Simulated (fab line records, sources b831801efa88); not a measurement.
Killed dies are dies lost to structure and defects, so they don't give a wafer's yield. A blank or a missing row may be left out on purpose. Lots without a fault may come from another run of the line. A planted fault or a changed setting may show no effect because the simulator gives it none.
Which tool did it? | flow sky130 | 14 lots, 42 wafers sampled, at 3 steps of a route of 708

WHAT THE GAUGES READ, wafer by wafer
SKY_LDD_N_OVL_MEAS_07.
lot  | measured     | on         | LDD_N_OVL (nm)
L434 | day 17 22:45 | overlay-01 | 0.9 1.4 0.9
L435 | day 17 22:47 | overlay-02 | -0.4 0.0 -1.1
L436 | day 18 06:59 | overlay-01 | 2.1 2.7 2.5
L439 | day 19 18:24 | overlay-01 | 0.2 -0.8 1.9
L438 | day 19 18:41 | overlay-01 | -0.9 -1.1 -0.6
L440 | day 19 19:23 | overlay-01 | 1.0 1.0 1.2
L441 | day 20 01:38 | overlay-02 | 2.6 1.3 5.4
L442 | day 20 19:33 | overlay-01 | 1.3 0.3 1.1
L444 | day 21 10:58 | overlay-02 | 1.7 -0.5 -0.8
L445 | day 21 18:35 | overlay-02 | 1.2 1.5 1.0
L446 | day 21 23:44 | overlay-01 | 0.7 0.7 -0.2
L449 | day 23 06:16 | overlay-02 | -0.5 -1.0 0.6
L450 | day 23 12:08 | overlay-01 | -1.2 0.0 -0.9
L452 | day 24 10:19 | overlay-01 | 1.3 1.3 1.7

SKY_LDD_P_OVL_MEAS_08.
lot  | measured     | on         | LDD_P_OVL (nm)
L434 | day 19 05:34 | overlay-01 | -0.2 1.5 1.5
L435 | day 19 06:20 | overlay-02 | 0.0 -2.2 -1.3
L436 | day 19 14:40 | overlay-01 | 0.8 3.1 1.7
L439 | day 21 01:56 | overlay-02 | 1.1 0.7 1.2
L438 | day 21 02:34 | overlay-02 | 0.6 -1.6 -1.0
L440 | day 21 03:12 | overlay-02 | 1.2 0.5 -0.9
L441 | day 21 09:33 | overlay-01 | -0.2 1.5 -0.3
L442 | day 22 02:53 | overlay-02 | 1.1 1.8 -0.5
L444 | day 22 19:02 | overlay-02 | -1.7 0.3 0.1
L445 | day 23 02:35 | overlay-01 | -1.8 0.0 0.2
L446 | day 23 07:32 | overlay-02 | 1.5 -0.3 -0.8
L449 | day 24 13:32 | overlay-02 | -0.1 -0.7 -1.6
L450 | day 24 18:41 | overlay-01 | -0.4 -1.5 -1.2
L452 | day 25 17:12 | overlay-01 | -1.8 -0.9 0.0

SKY_POLY_CUT_OVL_MEAS_09.
lot  | measured     | on         | POLY_CUT_OVL (nm)
L434 | day 24 11:32 | overlay-01 | 1 4 2
L435 | day 24 10:54 | overlay-01 | -12 -1 -11
L436 | day 24 19:01 | overlay-02 | -9 -2 -4
L439 | day 26 04:28 | overlay-01 | -11 -14 -16
L438 | day 26 05:25 | overlay-01 | -2 6 -5
L440 | day 26 06:23 | overlay-02 | -4 3 3
L441 | day 26 11:50 | overlay-02 | 2 1 0
L442 | day 27 07:11 | overlay-01 | 2 -3 -8
L444 | day 27 19:47 | overlay-01 | 6 6 2
L445 | day 28 03:15 | overlay-01 | 1 -13 -6
L446 | day 28 06:20 | overlay-01 | 6 -5 -4
L449 | day 29 12:48 | overlay-01 | -4 -8 -14
L450 | day 29 17:37 | overlay-01 | -11 -7 2
L452 | day 30 12:47 | overlay-02 | -9 -2 -4

WHICH TOOL RAN EACH LOT (tool, then ch and the chambers of the sampled wafers, then the start)
The record holds no process step before these readings.

WHAT THE TOOLS THEMSELVES READ (means of the sampled wafers that have a number; where no wafer has one, the mark that the record gives instead)
The record holds no such reading with a usual standard deviation.

THE ANSWER, worked out from the rows above alone
Rule: what is usual is taken from the lots themselves. Put in order of their means at a reading, lots are off if they are a third of the lots or fewer, leave a main group of 4 or more, and stand apart from it by a gap of 3 or more times the standard deviation of the main group's means; of several such gaps the widest counts. A main group whose means are all the same, to the digits that the tables above print for the reading, isn't used. A lot without any number at a reading at which 4 lots or more have one is off too. The other lots that the step has rows for count as sound. The gauges are gone through in route order, then the tools' own readings, and for those a lot's mean is taken as printed above. The first step at which some lot is off is used, and at that step the reading that is off furthest; a lot without a number counts as furthest.
No lot is off at any reading shown: from this, nothing can be told.

WHAT THE SIMULATOR HAD PUT IN
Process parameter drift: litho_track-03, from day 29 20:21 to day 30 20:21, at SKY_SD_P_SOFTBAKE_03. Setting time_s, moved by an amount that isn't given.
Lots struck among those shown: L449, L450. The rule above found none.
